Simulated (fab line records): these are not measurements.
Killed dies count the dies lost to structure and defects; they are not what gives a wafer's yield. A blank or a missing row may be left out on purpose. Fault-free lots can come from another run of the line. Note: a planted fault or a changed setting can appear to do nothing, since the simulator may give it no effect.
Code-filled problem report in 8D (eight disciplines) form    flow sky130    the parts of the form that need people (team, actions taken, sign-off) are left out

1. WHAT WENT WRONG
At SKY_CAP2M_DEVELOP_11, developer_temp_C averages 25.25 C over 6 wafers from 2 lots, while fault-free wafers read 23.00 C, standard deviation 0.12. That puts it +19 standard deviations away from the usual mean.
The step: develop time 60 s.
Earliest sighting: wafer L627.2 on litho_track-04 at day 43 08:56. Wafers with a number at this step in the record: 18, from 6 lots. The rule behind "out" and "out of limits": a value lying over 4 standard deviations away from the usual mean. The rest of the wafers with a number are treated as sound.

2. WHAT IT IS, AND WHAT IT ISN'T
question                     is                      is not
which readings at this step  developer_temp_C        -
which lots                   L627, L628              L618, L619, L631, L635
which wafers of those lots   all that have a number  -
read on which tools          litho_track-04          litho_track-01, litho_track-03
when                         from day 43 08:56       up to then (6 sound wafers); but 6 sound wafers of L631, L635 came after

3. WHAT RULES OUT EACH SUSPECT
Counting: a tool at any process step up to the reading remains a suspect when it ran all the lots that are out and ran no sound lot after the first of those.
- litho_track-04 at SKY_CAP2M_DEVELOP_11 (develop time 60 s): kept. It ran every lot that is out, first L627 (day 43 08:56), and no sound lot after that; its last sound lot up to then is L619 (day 41 05:51). Out on those wafers are its own readings of developer_temp_C.
Remaining after the count: litho_track-04 at SKY_CAP2M_DEVELOP_11.

4. THE CAUSE (what the simulator had put in)
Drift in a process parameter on litho_track-04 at SKY_CAP2M_DEVELOP_11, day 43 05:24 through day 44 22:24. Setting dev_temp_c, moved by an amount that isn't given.
Only this tool survived the counting.

5. THE CHAIN OF EFFECTS, in route order
One row per reading whose mean, taken over the struck wafers that have a number, lies over 3 standard deviations from the usual. Scope: only readings with a usual standard deviation given in the record; hours: median across lots of the time from each lot's start at the first step in this table that gives one to its start at this step; sigmas: change in usual standard deviations.
hours  step                  reading           usual    on struck wafers  change  sigmas
0      SKY_CAP2M_DEVELOP_11  developer_temp_C  23.00 C  25.25             +2.25   +19
The process steps in it:
- SKY_CAP2M_DEVELOP_11: develop time 60 s.
At these later measuring or inspecting steps, every struck wafer for which the step has a row has a number for every such reading, and none has moved that far: SKY_CAP2M_OVL_MEAS_12.

6. HOW IT WOULD HAVE BEEN CAUGHT EARLIER
First out-of-limits reading in this record: day 43 08:56, which is 4 hours after fault onset at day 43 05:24.
